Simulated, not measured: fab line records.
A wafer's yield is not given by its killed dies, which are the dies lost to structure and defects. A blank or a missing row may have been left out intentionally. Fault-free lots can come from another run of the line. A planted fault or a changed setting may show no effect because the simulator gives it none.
fab line records	flow sky130
[record] lots = 7	wafers = 21	last_day = 50
route steps=708 shown PWDE@84 VT_ADJUST_HVTP@85 VT_ADJUST_LVTN@97
lots untouched by any fault: they come from a run of this same line in which no faults occurred
start_h: start of the lot's first displayed wafer, in hours after the record's first day	wait_h: hours from the lot's prior step to this one	" repeats the value in the row above	L1.1+2: one row covering several wafers at once	- either no value or no given start	* or withheld: withheld	< > ~ a bound
route shown NAME@n: NAME is a module with steps in the file, n the number in the route of the first one	usual: the fault-free wafers' mean and standard deviation	same: alike in all rows	chamber/n: place in a boat	sites: per-site readings	_std_site: standard deviation across them	_edge_site: mean of outer sites minus mean of inner sites	radius_mm: how far each site lies from the wafer's centre	mask NAME#n: copy n	behind: the tool/chamber that last shaped the wafer	hold: cause of the lot's hold/its duration in hours/its outcome	device: the transistor (n, p or np) that didn't switch	end of line: tests run on the same wafers once the route is complete	for a step that has no rows: nothing shown but its recipe	killed: dies that structure and defects cost at the first sort, which is not the same as the wafer's yield	map: a wafer's dies, x killed, . not, _ none there
set.NAME: the setting as run; set.NAME@STEP: as run at that earlier step	model.NAME: the simulator's own value behind a step, which no gauge read
lots at some steps of the route; a table a step, a row a wafer
[[steps]]
[step SKY_NWELL_RS_MEAS_31]
[recipe] thk_meas_gauge = four-point-probe
[usual] PWDE_RS = 5272/18
lot.wafer	tool	chamber	start_h	wait_h	PWDE_RS[ohm/sq]
L872.1	film_metro-02	-	155.37	0.1	5287
L872.4	"	-	"	"	5312
L872.5	"	-	"	"	5296
L874.1	film_metro-04	-	163.64	0.1	5282
L874.5	"	-	"	"	5267
L874.6	"	-	"	"	5260
L875.3	film_metro-04	-	171.66	0.1	5266
L875.4	"	-	"	"	5265
L875.6	"	-	"	"	5270
L876.3	film_metro-02	-	178.93	0.1	5295
L876.5	"	-	"	"	5308
L876.6	"	-	"	"	5290
L877.1	film_metro-02	-	184.77	0.1	5285
L877.2	"	-	"	"	5294
L877.4	"	-	"	"	5302
L882.1	film_metro-02	-	209.78	0.1	5268
L882.4	"	-	"	"	5268
L882.6	"	-	"	"	5275
L886.1	film_metro-01	-	240.39	0.1	5244
L886.5	"	-	"	"	5254
L886.6	"	-	"	"	5250
[step SKY_VT_ADJUST_HVTP_DEHYDRATE_00]
[recipe] temp_c = 200	time_s = 60
[step SKY_VT_ADJUST_HVTP_HMDS_01]
[recipe] prime_time_s = 60	prime_temp_c = 120
[step SKY_VT_ADJUST_HVTP_COAT_02]
[recipe] resist = NOVOLAK	spin_rpm = 3000	resist_thk_nm = 1140
[step SKY_VT_ADJUST_HVTP_SOFTBAKE_03]
[recipe] temp_c = 90	time_s = 60	resist = NOVOLAK
[step SKY_VT_ADJUST_HVTP_EXPOSE_04]
[recipe] mask_id = HVTPM	na = 0.6	source_shape = conventional	sigma_outer = 0.6	polarization = unpolarized	target_cd_nm = 380	dose_mj = 140
[step SKY_VT_ADJUST_HVTP_PEB_05]
[recipe] temp_c = withheld	time_s = *	resist = NOVOLAK
[step SKY_VT_ADJUST_HVTP_DEVELOP_06]
[recipe] resist = NOVOLAK	developer = TMAH	develop_time_s = 60	dev_temp_c = 23
[step SKY_VT_ADJUST_HVTP_CD_MEAS_07]
[recipe] target_cd_nm = 380
[usual] cd_nm = 380.2/2.4
lot.wafer	tool	chamber	start_h	wait_h	cd_nm
L872.1	cd_sem-01	-	175.55	0.1	384.5
L872.4	"	-	"	"	382.5
L872.5	"	-	"	"	385.1
L874.1	cd_sem-02	-	184.65	0.1	380.5
L874.5	"	-	"	"	383.1
L874.6	"	-	"	"	381.3
L875.3	cd_sem-02	-	193.46	0.1	381.6
L875.4	"	-	"	"	382.2
L875.6	"	-	"	"	382.0
L876.3	cd_sem-01	-	199.44	0.1	380.8
L876.5	"	-	"	"	380.6
L876.6	"	-	"	"	380.3
L877.1	cd_sem-01	-	206.32	0.1	382.1
L877.2	"	-	"	"	380.5
L877.4	"	-	"	"	380.5
L882.1	cd_sem-01	-	230.80	0.1	381.2
L882.4	"	-	"	"	379.1
L882.6	"	-	"	"	380.6
L886.1	cd_sem-01	-	263.72	0.1	383.9
L886.5	"	-	"	"	381.7
L886.6	"	-	"	"	383.3
[step SKY_VT_ADJUST_HVTP_OVL_MEAS_08]
[usual] VT_ADJUST_HVTP_OVL = 0.1/1.6
lot.wafer	tool	chamber	start_h	wait_h	VT_ADJUST_HVTP_OVL[nm]
L872.1	overlay-02	-	175.67	0.1	2.3
L872.4	"	-	"	"	4.1
L872.5	"	-	"	"	3.5
L874.1	overlay-01	-	184.77	0.1	1.7
L874.5	"	-	"	"	0.6
L874.6	"	-	"	"	0.7
L875.3	overlay-02	-	193.55	0.1	-0.8
L875.4	"	-	"	"	-0.7
L875.6	"	-	"	"	2.1
L876.3	overlay-01	-	199.53	0.1	-0.8
L876.5	"	-	"	"	0.1
L876.6	"	-	"	"	-0.1
L877.1	overlay-01	-	206.44	0.1	-3.1
L877.2	"	-	"	"	-1.6
L877.4	"	-	"	"	-0.9
L882.1	overlay-01	-	230.92	0.1	-0.1
L882.4	"	-	"	"	-1.6
L882.6	"	-	"	"	-2.0
L886.1	overlay-02	-	263.84	0.1	-0.9
L886.5	"	-	"	"	-0.1
L886.6	"	-	"	"	-0.5
[step SKY_VT_ADJUST_HVTP_IMPLANT_09]
[recipe] species = As	energy_kev = 150	dose_cm2 = 4.3e+12	tilt_deg = withheld
[step SKY_VT_ADJUST_HVTP_STRIP_10]
[recipe] chemistry = O2/N2	power_w = 1400	pressure_mtorr = 1500	platen_temp_c = withheld	o2_flow_sccm = 3000	n2_flow_sccm = 300	overash_fraction = 0.5
[usual] chamber_pressure_mTorr = 1500.0/1.2	drypump_motor_current_A = 5.8/0.42	oes_product_au = 0.715/0.0043	strip_time_to_endpoint_s = 14.19/0.039
lot.wafer	tool	chamber	start_h	wait_h	chamber_pressure_mTorr	drypump_motor_current_A	oes_product_au	rf_hours_counter_h	strip_time_to_endpoint_s	model.NOVOLAK_of_VT_ADJUST_HVTP_COAT_02.thk_nm
L872.1	plasma_asher-02	0	175.86	0.1	1499.9	5.7	0.712	35	14.23	0
L872.4	"	1	"	"	1498.2	5.1	0.714	-	14.22	0
L872.5	"	0	"	"	1497.9	5.7	0.707	-	14.22	0
L874.1	plasma_asher-02	0	184.96	0.1	-	-	-	-	-	1145
L874.5	"	0	"	"	-	-	-	-	-	1144
L874.6	"	1	"	"	-	-	-	-	-	1144
L875.3	plasma_asher-02	1	193.76	0.1	-	-	-	-	-	1145
L875.4	"	0	"	"	-	-	-	-	-	1146
L875.6	"	0	"	"	-	-	-	-	-	1144
L876.3	plasma_asher-04	1	199.74	0.1	-	-	-	-	-	1144
L876.5	"	1	"	"	-	-	-	-	-	1141
L876.6	"	0	"	"	-	-	-	-	-	1141
L877.1	plasma_asher-04	1	206.62	0.1	1500.0	6.4	0.720	9	14.24	0
L877.2	"	0	"	"	1500.1	5.9	0.715	9	14.16	0
L877.4	"	0	"	"	1500.8	5.9	0.718	-	14.18	0
L882.1	plasma_asher-02	0	231.11	0.1	1499.3	5.7	0.713	40	14.15	0
L882.4	"	1	"	"	1499.2	5.1	0.707	-	14.17	0
L882.6	"	1	"	"	1500.0	5.1	0.711	-	14.14	0
L886.1	plasma_asher-04	0	264.02	0.1	1499.5	5.9	0.714	14	14.19	0
L886.5	"	0	"	"	1498.3	6.0	0.718	-	14.22	0
L886.6	"	1	"	"	1499.3	6.3	0.721	-	14.17	0
[step SKY_VT_ADJUST_HVTP_TW_MEAS_11]
[usual] VT_ADJUST_HVTP_TW = 1353/13
lot.wafer	tool	chamber	start_h	wait_h	VT_ADJUST_HVTP_TW
L872.1	film_metro-04	-	175.96	0.1	1356
L872.4	"	-	"	"	1360
L872.5	"	-	"	"	1358
L874.1	film_metro-01	-	185.06	0.1	1347
L874.5	"	-	"	"	1349
L874.6	"	-	"	"	1342
L875.3	film_metro-01	-	193.84	0.1	1334
L875.4	"	-	"	"	1334
L875.6	"	-	"	"	1326
L876.3	film_metro-03	-	199.83	0.1	1364
L876.5	"	-	"	"	1369
L876.6	"	-	"	"	1361
L877.1	film_metro-04	-	206.72	0.1	1361
L877.2	"	-	"	"	1366
L877.4	"	-	"	"	1358
L882.1	film_metro-04	-	231.21	0.1	1371
L882.4	"	-	"	"	1371
L882.6	"	-	"	"	1368
L886.1	film_metro-01	-	264.12	0.1	1340
L886.5	"	-	"	"	1343
L886.6	"	-	"	"	1342
[step SKY_VT_ADJUST_LVTN_DEHYDRATE_00]
[recipe] temp_c = 200	time_s = 60
[step SKY_VT_ADJUST_LVTN_HMDS_01]
[recipe] prime_time_s = 60	prime_temp_c = 120
[step SKY_VT_ADJUST_LVTN_COAT_02]
[recipe] spin_rpm = 2000	resist_thk_nm = 3000
[step SKY_VT_ADJUST_LVTN_SOFTBAKE_03]
[recipe] temp_c = 110	time_s = withheld
[step SKY_VT_ADJUST_LVTN_EXPOSE_04]
[recipe] mask_id = NWM_COMPLEMENT_LESS_NATIVE	na = 0.6	source_shape = conventional	sigma_outer = 0.6	polarization = unpolarized	target_cd_nm = 840	dose_mj = 194
[step SKY_VT_ADJUST_LVTN_PEB_05]
[recipe] temp_c = 115	time_s = withheld
[step SKY_VT_ADJUST_LVTN_DEVELOP_06]
[recipe] wall_angle_deg = 90	developer = TMAH	develop_time_s = 60	dev_temp_c = 23
[step SKY_VT_ADJUST_LVTN_OVL_MEAS_07]
[usual] VT_ADJUST_LVTN_OVL = 0.7/1.3
lot.wafer	tool	chamber	start_h	wait_h	VT_ADJUST_LVTN_OVL[nm]
L872.1	overlay-01	-	197.58	-	0.3
L872.4	"	-	"	"	1.0
L872.5	"	-	"	"	0.4
L874.1	overlay-01	-	206.67	-	1.9
L874.5	"	-	"	"	1.8
L874.6	"	-	"	"	0.5
L875.3	overlay-02	-	215.43	-	2.0
L875.4	"	-	"	"	3.3
L875.6	"	-	"	"	2.5
L876.3	overlay-01	-	221.16	-	0.2
L876.5	"	-	"	"	3.0
L876.6	"	-	"	"	3.2
L877.1	overlay-01	-	229.23	-	-1.6
L877.2	"	-	"	"	0.3
L877.4	"	-	"	"	1.0
L882.1	overlay-02	-	254.83	-	-1.0
L882.4	"	-	"	"	-0.6
L882.6	"	-	"	"	1.6
L886.1	overlay-02	-	285.95	-	1.7
L886.5	"	-	"	"	-0.1
L886.6	"	-	"	"	2.7
[step SKY_VT_ADJUST_LVTN_IMPLANT_08]
[recipe] species = B	energy_kev = 29.61	dose_cm2 = 1.57e+12	tilt_deg = withheld
[step SKY_VT_ADJUST_LVTN_STRIP_09]
[recipe] chemistry = O2/N2	power_w = 1400	pressure_mtorr = 1500	platen_temp_c = withheld	o2_flow_sccm = 3000	n2_flow_sccm = 300	overash_fraction = 0.5
[usual] chamber_pressure_mTorr = 1500.0/1.4	drypump_motor_current_A = 5.8/0.33	oes_product_au = 0.723/0.0039	strip_time_to_endpoint_s = 36.97/0.098
lot.wafer	tool	chamber	start_h	wait_h	chamber_pressure_mTorr	drypump_motor_current_A	oes_product_au	rf_hours_counter_h	strip_time_to_endpoint_s
L872.1	plasma_asher-04	0	197.77	0.1	1499.8	6.0	0.717	8	37.11
L872.4	"	0	"	"	1499.1	6.0	0.718	-	37.01
L872.5	"	1	"	"	1498.8	6.3	0.722	-	37.13
L874.1	plasma_asher-01	1	206.85	0.1	1499.7	5.7	0.728	53	53.73
L874.5	"	0	"	"	1496.3	5.2	0.730	-	53.78
L874.6	"	1	"	"	1501.3	5.8	0.730	-	53.81
L875.3	plasma_asher-03	0	215.64	0.1	1497.0	5.6	0.732	-	53.84
L875.4	"	1	"	"	1498.4	5.6	0.721	-	53.82
L875.6	"	1	"	"	1498.8	5.6	0.729	-	53.96
L876.3	plasma_asher-04	0	221.37	0.1	1501.0	6.0	0.730	-	53.92
L876.5	"	1	"	"	1499.8	6.4	0.724	-	53.64
L876.6	"	0	"	"	1501.2	6.0	0.729	-	53.75
L877.1	plasma_asher-04	1	229.42	0.1	1501.7	6.3	0.720	11	37.09
L877.2	"	0	"	"	1498.2	5.9	0.722	11	37.17
L877.4	"	1	"	"	1502.7	6.4	0.717	-	37.14
L882.1	plasma_asher-03	0	255.02	0.1	1501.1	5.6	0.732	57	37.17
L882.4	"	0	"	"	1501.6	5.6	0.725	-	37.11
L882.6	"	0	"	"	1499.1	5.6	0.726	-	37.17
L886.1	plasma_asher-01	0	286.14	0.1	1499.3	5.2	0.726	61	36.73
L886.5	"	0	"	"	1498.1	5.3	0.725	-	36.81
L886.6	"	1	"	"	1500.2	5.7	0.715	-	36.91
[step SKY_VT_ADJUST_LVTN_TW_MEAS_10]
[usual] VT_ADJUST_LVTN_TW = 241.2/2.4
lot.wafer	tool	chamber	start_h	wait_h	VT_ADJUST_LVTN_TW
L872.1	film_metro-02	-	197.87	0.1	241.9
L872.4	"	-	"	"	241.6
L872.5	"	-	"	"	243.3
L874.1	film_metro-03	-	206.95	0.1	30.2
L874.5	"	-	"	"	30.2
L874.6	"	-	"	"	30.2
L875.3	film_metro-03	-	215.72	0.1	30.3
L875.4	"	-	"	"	30.3
L875.6	"	-	"	"	30.3
L876.3	film_metro-02	-	221.46	0.1	30.3
L876.5	"	-	"	"	30.2
L876.6	"	-	"	"	30.3
L877.1	film_metro-01	-	229.52	0.1	239.3
L877.2	"	-	"	"	239.5
L877.4	"	-	"	"	239.1
L882.1	film_metro-02	-	255.12	0.1	242.7
L882.4	"	-	"	"	242.8
L882.6	"	-	"	"	243.3
L886.1	film_metro-01	-	286.24	0.1	237.1
L886.5	"	-	"	"	236.3
L886.6	"	-	"	"	238.6
[step SKY_VT_ADJUST_LVTN_DEHYDRATE_11]
[recipe] temp_c = 200	time_s = 60
[[key]]
[first_sign] step = SKY_VT_ADJUST_HVTP_STRIP_10	reading = tool_record	direction = missing
[effect] step = SKY_VT_ADJUST_LVTN_STRIP_09	reading = strip_time_to_endpoint_s	direction = up	sigmas = 99+	usual = *	struck = *
[effect] step = SKY_VT_ADJUST_LVTN_TW_MEAS_10	reading = VT_ADJUST_LVTN_TW	direction = down	sigmas = 87	usual = 241.2	struck = 30.3
[model_effect] step = SKY_VT_ADJUST_HVTP_STRIP_10	value = NOVOLAK_of_VT_ADJUST_HVTP_COAT_02.thk_nm	without = 0	struck = 1144
met_at SKY_VT_ADJUST_HVTP_STRIP_10
struck_wafers L874.1,L874.5,L874.6,L875.3,L875.4,L875.6,L876.3,L876.5,L876.6
sort_left_out L874.1,L874.5,L874.6,L875.3,L875.4,L875.6,L876.3,L876.5,L876.6
tester_left_out L874,L875,L876
onset_between 175.86 184.96
[fault] kind = skipped_step_whole	tool = plasma_asher-02,plasma_asher-04	chamber = -	onset_h = 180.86	steps = SKY_VT_ADJUST_HVTP_STRIP_10	scope = struck_lots_only
// tester_left_out: of these lots the tester's yield and bins aren't shown, on N5 and GAA mostly nor the transistor test; their killed dies are dies lost to structure and defects alone, not to doping, threshold or leakage, so they don't give the yield
// sort_left_out: the simulated sort isn't trusted on such a fault, so these wafers' sort isn't shown, and their yield isn't known
